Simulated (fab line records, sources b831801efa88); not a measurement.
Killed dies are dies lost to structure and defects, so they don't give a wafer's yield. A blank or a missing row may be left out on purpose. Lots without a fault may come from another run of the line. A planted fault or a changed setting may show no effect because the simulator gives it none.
Problem report in the 8D (eight disciplines) form, filled by code | flow sky130 | the parts of the form that need people (team, actions taken, sign-off) are left out

1. THE PROBLEM
METAL2_ALCU_RS at SKY_METAL2_RS_MEAS_05 reads a mean of 0.1554 ohm/sq on 3 wafers of 2 lots; wafers without a fault read 0.1265 ohm/sq with a standard deviation of 0.0016. That is +18 standard deviations from the usual mean.
The step: measures by four-point-probe.
First seen on wafer L727.4, day 36 12:29, on film_metro-02. The record holds 30 wafers of 10 lots with a number at this step. Rule for "out", or "out of limits": more than 4 standard deviations from the usual mean. The other wafers with a number count as sound.

2. WHAT IT IS AND WHAT IT IS NOT
question                    | is                           | is not
which readings at this step | METAL2_ALCU_RS               | -
which lots                  | L727, L731                   | L722, L728, L729, L733, L734, L736, L738, L741
which wafers of those lots  | L727.4, L731.3, L731.4       | L727.2, L727.5, L731.6
read on which gauges        | film_metro-01, film_metro-02 | film_metro-03
when                        | from day 36 12:29            | up to then (5 sound wafers); but 22 sound wafers of L728, L729, L731, L733, L734, L736, L738, L741 came after

3. SUSPECTS, AND WHAT RULES EACH OUT
Counting: a tool at a process step up to the reading stays a suspect if it ran every lot that is out. Sound lots after the first of them don't rule it out here, since some wafers of a struck lot are sound.
- the gauge at SKY_METAL2_RS_MEAS_05: ruled out. The wafers that are out were read on 2 gauges (film_metro-01, film_metro-02).
- pvd_sputter-04 at SKY_METAL1_SPUTTER_02 (material AlCu, target thk 250 nm, time 13.3 s): kept. It ran every lot that is out, first L727 (day 34 06:29).
- pvd_sputter-04 at SKY_METAL2_SPUTTER_02 (material AlCu, target thk 250 nm, time 13.3 s): kept. It ran every lot that is out, first L727 (day 36 12:22); its last sound lot up to then is L722 (day 34 15:50).
Left after counting: pvd_sputter-04 at SKY_METAL1_SPUTTER_02, pvd_sputter-04 at SKY_METAL2_SPUTTER_02.

4. THE CAUSE (what the simulator had put in)
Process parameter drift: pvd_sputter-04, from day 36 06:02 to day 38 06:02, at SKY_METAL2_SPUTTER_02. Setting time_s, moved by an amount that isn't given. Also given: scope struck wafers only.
Counting left 2 suspects, and this tool is among them.

5. THE CHAIN OF EFFECTS, in route order
Each row: a reading whose mean over the struck wafers that have a number lies more than 3 standard deviations from the usual. Only readings for which the record gives a usual standard deviation are gone through. hours: the time from each lot's start at the first step in this table that gives one to its start at this step, as a median over the lots. sigmas: the change in usual standard deviations.
hours | step                     | reading         | usual         | on struck wafers | change  | sigmas
0     | SKY_METAL2_RS_MEAS_05    | METAL2_ALCU_RS  | 0.1265 ohm/sq | 0.1554           | +0.0289 | +18
0     | SKY_METAL2_THK_MEAS_06   | METAL2_ALCU_THK | 250 nm        | 206              | -44     | -13
26    | SKY_METAL2_METAL_ETCH_19 | oes_product_au  | 0.855 a.u.    | 0.817            | -0.038  | -6.9
The process steps in it:
- SKY_METAL2_METAL_ETCH_19: etches the open film in Cl2/BCl3, stops on SiO2, target depth 360 nm, time 78 s.
Later measuring or inspecting steps at which every struck wafer that the step has a row for has a number for every such reading, and none has moved that far: SKY_VIA2_CD_MEAS_12.

6. WHAT WOULD HAVE CAUGHT IT SOONER
In this record the first reading out of limits at a measuring or inspecting step was taken at day 36 12:29, 6 hours after the fault began at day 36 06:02.
Of the tool readings at SKY_METAL2_SPUTTER_02 for which the record gives a usual standard deviation, none was out on any struck wafer, so an alarm limit of 4 standard deviations on them would not have fired.
Of the lots that are out (2), L731 began SKY_METAL2_SPUTTER_02 on pvd_sputter-04 after day 36 12:29. A hold on the tool at that time would have spared it.
